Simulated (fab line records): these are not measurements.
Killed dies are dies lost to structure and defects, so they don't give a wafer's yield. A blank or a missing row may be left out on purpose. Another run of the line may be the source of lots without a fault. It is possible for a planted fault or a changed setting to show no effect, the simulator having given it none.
Code-filled problem report in 8D (eight disciplines) form / flow sky130 / the parts of the form that need people (team, actions taken, sign-off) are left out

## 1. THE ISSUE
Across 3 wafers from 3 lots, VT_ADJUST_LVTN_2_TW at SKY_VT_ADJUST_LVTN_TW_MEAS_21 averages 201.6, while fault-free wafers read 187.7 with a standard deviation of 2.2. Measured from the usual mean, that is +6.3 standard deviations.
The first sign was on wafer L440.5 at day 9 13:29, on film_metro-01. Wafers with a number at this step in the record: 40, from 14 lots. The rule behind "out" and "out of limits": a value lying over 4 standard deviations away from the usual mean. All remaining wafers that have a number are taken as sound.

## 2. WHAT IT IS, WHAT IT ISN'T
question=which readings at this step | is=VT_ADJUST_LVTN_2_TW | is not=-
question=which lots | is=L440, L441, L443 | is not=L435, L436, L446, L447, L450, L452, L453, L454, L455, L456, L457
question=which wafers of those lots | is=L440.5, L441.1, L443.5 | is not=L440.3, L441.2, L443.3, L443.4
question=read on which gauges | is=film_metro-01, film_metro-02 | is not=film_metro-04
question=when | is=from day 9 13:29 | is not=up to then (7 sound wafers); but 30 sound wafers of L441, L443, L446, L447, L450, L452, L453, L454, L455, L456, L457 came after

## 3. WHAT RULES OUT EACH SUSPECT
Counting: a tool at a process step up to the reading stays a suspect if it ran every lot that is out. Sound lots after the first of them don't rule it out here, since some wafers of a struck lot are sound.
- the gauge at SKY_VT_ADJUST_LVTN_TW_MEAS_21 is ruled out. Those wafers that are out were read across 2 gauges (film_metro-01, film_metro-02).
- implanter-01 at SKY_VT_ADJUST_LVTN_IMPLANT_19: kept. It ran every lot that is out, first L440 (day 9 13:16); its last sound lot up to then is L435 (day 8 00:44). Out on those wafers are its own readings of beam_on_s, faraday_current_uA.
Remaining after the count: implanter-01 at SKY_VT_ADJUST_LVTN_IMPLANT_19.

## 4. THE CAUSE (what the simulator had put in)
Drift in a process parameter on implanter-01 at SKY_VT_ADJUST_LVTN_IMPLANT_19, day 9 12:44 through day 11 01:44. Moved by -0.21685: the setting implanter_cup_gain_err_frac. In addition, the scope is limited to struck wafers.
Only this tool survived the counting.

## 5. THE CHAIN OF EFFECTS, in route order
Each row: a reading where the mean over the struck wafers with a number is more than 3 standard deviations away from the usual. Readings are gone through only where the record gives a usual standard deviation; hours: the median, over the lots, of the time from a lot's start at the first step in this table giving one to that lot's start at this step; sigmas: the change measured in usual standard deviations.
hours=0; step=SKY_VT_ADJUST_LVTN_IMPLANT_19; reading=beam_on_s; usual=9.97 s; on struck wafers=12.86; change=+2.89; sigmas=+13
hours=0; step=SKY_VT_ADJUST_LVTN_IMPLANT_19; reading=faraday_current_uA; usual=3.68; on struck wafers=2.84; change=-0.84; sigmas=-10
hours=0; step=SKY_VT_ADJUST_LVTN_TW_MEAS_21; reading=VT_ADJUST_LVTN_2_TW; usual=187.7; on struck wafers=201.6; change=+13.9; sigmas=+6.3
The process steps in it:
- SKY_VT_ADJUST_LVTN_IMPLANT_19
At these later measuring or inspecting steps, every struck wafer for which the step has a row has a number for every such reading, and none has moved that far: SKY_VT_ADJUST_NCORE_OVL_MEAS_08, SKY_VT_ADJUST_HVTR_OVL_MEAS_08.

## 6. WHAT WOULD HAVE CAUGHT IT SOONER
In this record the first reading out of limits at a measuring or inspecting step was taken at day 9 13:29, 1 hour after the fault began at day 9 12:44.
Tool's own readings at SKY_VT_ADJUST_LVTN_IMPLANT_19, beam_on_s, faraday_current_uA: out on all struck wafers the step has rows for; an alarm limit on them would have tripped on the first.
Among the 3 lots that are out, L441, L443 began SKY_VT_ADJUST_LVTN_IMPLANT_19 on implanter-01 after day 9 13:29. A hold on the tool at that time would have spared those 2.
